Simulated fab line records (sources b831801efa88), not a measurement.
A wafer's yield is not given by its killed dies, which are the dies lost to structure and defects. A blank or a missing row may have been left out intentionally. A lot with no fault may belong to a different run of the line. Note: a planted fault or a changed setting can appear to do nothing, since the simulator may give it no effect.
Matching of chambers    flow gf180mcu    4 sister chambers for GF_STI_ETCH_14 on rie-si-01
The step etches Si in HBr/Cl2/O2, target depth 360 nm, time 102.9 s. 14 wafers are shown with their chamber, then 6 later ones without.

== EACH WAFER AND ITS CHAMBER ==
wafer   chamber  drypump-motor-current-A (A)  oes-product-au (a.u.)  throttle-valve-pct (%)
L116.2  0        6.1                          1.006                  25.650
L116.3  1        6.2                          1.001                  25.652
L116.4  3        5.1                          0.998                  25.675
L118.2  0        6.1                          1.014                  25.655
L118.3  1        6.2                          1.015                  25.639
L118.6  2        5.4                          1.019                  25.623
L124.1  3        5.1                          0.992                  25.665
L124.2  2        5.4                          1.013                  25.650
L124.3  1        6.2                          1.011                  25.649
L133.2  0        6.0                          1.021                  25.654
L133.5  0        6.0                          1.012                  25.646
L133.6  3        5.1                          0.994                  25.652
L134.1  2        5.4                          1.021                  25.644
L134.3  0        6.1                          1.020                  25.645

SIGNATURES (averages over the wafers above)
reading                  chamber 0  chamber 1  chamber 2  chamber 3  scatter within a chamber
drypump-motor-current-A  6.060      6.200      5.400      5.100      0.0346
oes-product-au           1.01460    1.00900    1.01767    0.99467    0.00555
throttle-valve-pct       25.65000   25.64667   25.63900   25.66400   0.00918
Rule: distance of a wafer from a chamber = root of the sum over the readings of ((wafer's reading minus chamber's mean) / reading's scatter) squared. The wafer belongs to the nearest chamber; if the next one is less than 2 further off, it can't be placed. The scatter: take each reading less its chamber's mean, square it, sum over the shown wafers, divide by the number of wafers less the number of chambers, and take the root.

== WAFERS MISSING THEIR CHAMBER ==
wafer   drypump-motor-current-A (A)  oes-product-au (a.u.)  throttle-valve-pct (%)
L134.5  5.4                          1.023                  25.647
L135.1  5.1                          0.993                  25.647
L135.4  6.0                          1.005                  25.658
L136.3  6.2                          1.013                  25.642
L136.5  6.1                          1.004                  25.654
L136.6  6.2                          1.023                  25.667

== CHAMBER TAKEN BY EACH ==
wafer   from the rows above      in truth
L134.5  2                        2
L135.1  3                        3
L135.4  0                        0
L136.3  1                        1
L136.5  can't be placed: 0 or 1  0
L136.6  can't be placed: 1 or 0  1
Correctly placed: 4 of 6. Not placeable from these rows: 2 (in 2, the candidates include the true chamber). Wrongly placed: 0.
